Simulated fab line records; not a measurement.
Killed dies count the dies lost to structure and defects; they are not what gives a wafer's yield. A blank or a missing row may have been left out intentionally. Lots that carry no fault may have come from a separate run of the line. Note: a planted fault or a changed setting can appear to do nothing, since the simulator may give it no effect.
Shared-tool check    flow gf180mcu    36 wafers sampled across 12 lots

## WHY IT WAS OPENED
Of 12 lots, 2 have the reading LVPWELL_TW flagged at GF_LVPWELL_TW_MEAS_11. No-fault wafers: 562.4, standard deviation 2.5.
Rule: a lot gets a flag if all its wafers with a number sit over 4 standard deviations from that mean, or if no wafer of it has a number. As for the other lots, they are considered sound.

lot   measured     on             LVPWELL_TW, wafer by wafer  flag
L666  day 4 03:14  film-metro-03  559.4 560.7 561.3           
L668  day 4 16:07  film-metro-01  560.2 563.7 562.3           
L669  day 4 22:26  film-metro-03  560.2 560.7 558.5           
L670  day 5 00:49  film-metro-04  566.1 571.3 564.6           
L672  day 5 12:38  film-metro-01  564.2 561.8 557.3           
L673  day 5 18:17  film-metro-03  560.5 560.5 561.7           
L674  day 6 01:02  film-metro-04  565.9 562.2 561.3           
L680  day 7 10:16  film-metro-04  617.5 613.1 612.6           FLAGGED
L681  day 7 14:14  film-metro-04  615.0 616.1 615.6           FLAGGED
L684  day 8 09:29  film-metro-01  561.3 560.2 558.2           
L685  day 8 14:56  film-metro-03  565.4 560.5 563.5           
L686  day 8 18:13  film-metro-04  564.8 564.5 566.7           
The mean of the flagged lots' numbers is 615.0, +52.6 from the usual (+21 standard deviations).

## TOOL THAT RAN EACH LOT
The record keeps 1 process step preceding the reading, out of 602 steps on the route. Cell contents, in order: the tool; ch with the chambers the sampled wafers went through; the start.
lot   flag     GF_LVPWELL_IMPLANT_08
L666           implanter-04 ch 0, day 4 02:50
L668           implanter-01 ch 0, day 4 15:43
L669           implanter-04 ch 0, day 4 22:03
L670           implanter-01 ch 0, day 5 00:25
L672           implanter-02 ch 0, day 5 12:14
L673           implanter-04 ch 0, day 5 17:53
L674           implanter-02 ch 0, day 6 00:39
L680  FLAGGED  implanter-04 ch 0, day 7 09:52
L681  FLAGGED  implanter-04 ch 0, day 7 13:50
L684           implanter-01 ch 0, day 8 09:06
L685           implanter-01 ch 0, day 8 14:34
L686           implanter-02 ch 0, day 8 17:49
What is done by these steps:
- GF_LVPWELL_IMPLANT_08
- GF_LVPWELL_TW_MEAS_11

## FLAGGED OVER TOTAL, TOOL BY TOOL (the gauges that took the reading come last)
step                   tool           lots run  flagged  share of the flagged lots  sound lots run after its first flagged lot
GF_LVPWELL_IMPLANT_08  implanter-01   4         0        none                       -
GF_LVPWELL_IMPLANT_08  implanter-02   3         0        none                       -
GF_LVPWELL_IMPLANT_08  implanter-04   5         2        all                        0
GF_LVPWELL_TW_MEAS_11  film-metro-01  3         0        none                       -
GF_LVPWELL_TW_MEAS_11  film-metro-03  4         0        none                       -
GF_LVPWELL_TW_MEAS_11  film-metro-04  5         2        all                        1 (L686)

## THE TABLE: WHAT IT ALLOWS
Table rows that saw every flagged lot: 2, namely implanter-04 at GF_LVPWELL_IMPLANT_08 and film-metro-04 at GF_LVPWELL_TW_MEAS_11.
- implanter-04 at GF_LVPWELL_IMPLANT_08: 2 of its 5 lots flagged. Last sound lot L673 at day 5 17:53, first flagged lot L680 at day 7 09:52; a fault beginning in between fits. Its own readings (dose-ions-cm2, faraday-current-uA) fall more than 4 standard deviations out on all wafers of the flagged lots.
- film-metro-04 at GF_LVPWELL_TW_MEAS_11: 2 of its 5 lots flagged. Sound lots followed the first flagged one (L686) on it, something a lasting fault affecting the whole tool could not allow.
One tool is left: implanter-04 at GF_LVPWELL_IMPLANT_08.

## WHAT WAS PUT IN BY THE SIMULATOR
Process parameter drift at GF_LVPWELL_IMPLANT_08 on implanter-04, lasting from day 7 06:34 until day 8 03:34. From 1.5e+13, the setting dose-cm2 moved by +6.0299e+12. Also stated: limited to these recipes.
Lots struck among those shown: L680, L681. The rule given above showed the same thing.
